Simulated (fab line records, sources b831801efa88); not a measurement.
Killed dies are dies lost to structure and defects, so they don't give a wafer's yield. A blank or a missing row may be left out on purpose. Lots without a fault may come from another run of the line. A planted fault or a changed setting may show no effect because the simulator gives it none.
Problem report in the 8D (eight disciplines) form, filled by code | flow sfq_line | the parts of the form that need people (team, actions taken, sign-off) are left out

1. THE PROBLEM
time_to_endpoint_s at SFQ_TRILAYER_I7_CMP_CMP_184 reads a mean of 276 s on 3 wafers of 2 lots; wafers without a fault read 216 s with a standard deviation of 7.2. That is +8.3 standard deviations from the usual mean.
The step: polishes SiO2.
First seen on wafer L142.3, day 68 23:25, on cmp-02. The record holds 41 wafers of 14 lots with a number at this step. Rule for "out", or "out of limits": more than 4 standard deviations from the usual mean. The other wafers with a number count as sound.

2. WHAT IT IS AND WHAT IT IS NOT
question                    | is                     | is not
which readings at this step | time_to_endpoint_s     | edge_zone_pressure_frac, motor_current_A
which lots                  | L142, L143             | L130, L131, L135, L136, L141, L144, L146, L147, L150, L151, L152, L153
which wafers of those lots  | L142.3, L142.6, L143.3 | L143.1, L143.4
read on which tools         | cmp-02                 | cmp-01
when                        | from day 68 23:25      | up to then (15 sound wafers); but 23 sound wafers of L143, L144, L146, L147, L150, L151, L152, L153 came after

3. SUSPECTS, AND WHAT RULES EACH OUT
Counting: a tool at a process step up to the reading stays a suspect if it ran every lot that is out. Sound lots after the first of them don't rule it out here, since some wafers of a struck lot are sound.
- cmp-02 at SFQ_TRILAYER_I7_CMP_CMP_184 (polishes SiO2): kept. It ran every lot that is out, first L142 (day 68 23:25); its last sound lot up to then is L136 (day 67 16:19). Its own readings are out on those wafers: time_to_endpoint_s.
- Within cmp-02 at SFQ_TRILAYER_I7_CMP_CMP_184: the wafers that are out ran in chamber 2; their sound lot-mates ran in chambers 0, 3.
Left after counting: cmp-02 at SFQ_TRILAYER_I7_CMP_CMP_184.

4. THE CAUSE (what the simulator had put in)
Process parameter drift: cmp-02, from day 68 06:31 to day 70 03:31, at SFQ_TRILAYER_I7_CMP_CMP_184. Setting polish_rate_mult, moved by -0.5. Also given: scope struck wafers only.
Counting left only this tool.

5. THE CHAIN OF EFFECTS, in route order
Each row: a reading whose mean over the struck wafers that have a number lies more than 3 standard deviations from the usual. Only readings for which the record gives a usual standard deviation are gone through. hours: the time from each lot's start at the first step in this table that gives one to its start at this step, as a median over the lots. sigmas: the change in usual standard deviations.
hours | step                                  | reading            | usual      | on struck wafers | change | sigmas
0     | SFQ_TRILAYER_I7_CMP_CMP_184           | time_to_endpoint_s | 216 s      | 276              | +60    | +8.3
3     | SFQ_TRILAYER_I7_METRO_MEASURE_185     | thk_nm             | 200.0 nm   | 303.7            | +103.7 | +99 or more
75    | SFQ_TRILAYER_I7_VIA_ETCH_VIA_ETCH_190 | oes_product_au     | 0.854 a.u. | 1.000            | +0.146 | +29
The process steps in it:
- SFQ_TRILAYER_I7_CMP_CMP_184: polishes SiO2.
- SFQ_TRILAYER_I7_METRO_MEASURE_185
- SFQ_TRILAYER_I7_VIA_ETCH_VIA_ETCH_190: etches SiO2 in CHF3, stops on Nb, target depth 260 nm.

6. WHAT WOULD HAVE CAUGHT IT SOONER
In this record the first reading out of limits was taken at day 68 23:25, 17 hours after the fault began at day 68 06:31.
